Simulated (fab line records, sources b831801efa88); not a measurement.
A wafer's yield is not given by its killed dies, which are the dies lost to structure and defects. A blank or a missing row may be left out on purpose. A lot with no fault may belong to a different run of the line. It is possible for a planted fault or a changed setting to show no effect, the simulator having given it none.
The tool behind it: which one?    flow gf180mcu    12 lots, 36 wafers sampled, at 3 steps of a route of 602

== WHAT THE GAUGES SHOWED, per wafer ==
GF_M2_RS_MEAS_05: the measuring method here is four-point-probe. Usual: for M2_ALCU_RS the level is 0.0700 ohm/sq and the standard deviation is 0.00088.
lot   measured      on             M2_ALCU_RS (ohm/sq)   flag
L597  day 18 10:08  film-metro-04  0.0680 0.0692 0.0694  
L598  day 18 22:45  film-metro-02  0.0704 0.0714 0.0705  
L599  day 19 08:55  film-metro-02  0.0699 0.0703 0.0688  
L601  day 20 03:06  film-metro-02  0.0709 0.0694 0.0708  
L602  day 20 13:32  film-metro-04  0.0692 0.0691 0.0692  
L603  day 21 00:35  film-metro-04  0.0708 0.0692 0.0703  
L604  day 21 11:16  film-metro-02  0.0709 0.0698 0.0698  
L607  day 22 06:49  film-metro-02  0.0707 0.0694 0.0693  
L615  day 24 22:20  film-metro-02  0.0693 0.0698 0.0697  
L617  day 25 16:01  film-metro-01  0.0704 0.0695 0.0703  
L618  day 25 20:32  film-metro-02  0.0720 0.0719 0.0723  
L619  day 26 09:09  film-metro-02  0.0712 0.0713 0.0697  

GF_V2_THK_MEAS_01. Usual: for V2_CVD_00_THK the level is 602 nm and the standard deviation is 7.2.
lot   measured      on             V2_CVD_00_THK (nm)  flag
L597  day 19 11:29  film-metro-01  598 600 602         
L598  day 20 00:37  film-metro-03  591 595 599         
L599  day 20 09:58  film-metro-03  602 602 606         
L601  day 21 03:34  film-metro-01  597 604 602         
L602  day 21 13:39  film-metro-01  589 599 597         
L603  day 22 00:40  film-metro-04  601 598 589         
L604  day 22 11:05  film-metro-01  608 607 591         
L607  day 23 06:30  film-metro-03  592 597 595         
L615  day 25 20:29  film-metro-04  608 609 603         
L617  day 26 13:05  film-metro-01  602 612 609         
L618  day 26 17:55  film-metro-04  612 599 606         
L619  day 27 05:52  film-metro-04  616 609 602         

GF_V2_THK_MEAS_03. Usual: for V2_CVD_02_THK the level is 845 nm and the standard deviation is 11.
lot   measured      on             V2_CVD_02_THK (nm)  flag
L597  day 19 11:37  film-metro-01  850 831 868         
L598  day 20 00:45  film-metro-03  854 854 858         
L599  day 20 10:05  film-metro-01  827 834 854         
L601  day 21 03:42  film-metro-03  843 850 859         
L602  day 21 13:49  film-metro-03  840 832 852         
L603  day 22 00:47  film-metro-01  826 850 847         
L604  day 22 11:13  film-metro-04  832 843 837         
L607  day 23 06:38  film-metro-04  844 853 874         
L615  day 25 20:37  film-metro-01  841 852 855         
L617  day 26 13:13  film-metro-03  853 839 840         
L618  day 26 18:03  film-metro-01  826 833 833         
L619  day 27 05:59  film-metro-04  847 855 860         

== TOOL THAT RAN EACH LOT (tool first, then ch and the chambers of the sampled wafers, then the start) ==
There is no process step in the record ahead of these readings.

== WHAT THE TOOLS THEMSELVES READ (means of the sampled wafers that have a number; where no wafer has one, the mark that the record gives instead) ==
The record holds no such reading with a usual standard deviation.

== THE ANSWER, worked out from the rows above alone ==
Rule: a lot is off if the mean of its wafers that have a number lies more than 3 standard deviations from the usual mean. A lot without any number at a reading at which 4 lots or more have one is off too. Where the step has rows for the other lots, those lots are counted as sound. First the gauges in route order, then the tools' own readings, where a lot's mean is used as printed above. The first step at which some lot is off is used, and at that step the reading that is off furthest; a lot without a number counts as furthest.
None of the lots is off at any reading shown; this tells nothing.

== WHAT HAD BEEN PUT IN BY THE SIMULATOR ==
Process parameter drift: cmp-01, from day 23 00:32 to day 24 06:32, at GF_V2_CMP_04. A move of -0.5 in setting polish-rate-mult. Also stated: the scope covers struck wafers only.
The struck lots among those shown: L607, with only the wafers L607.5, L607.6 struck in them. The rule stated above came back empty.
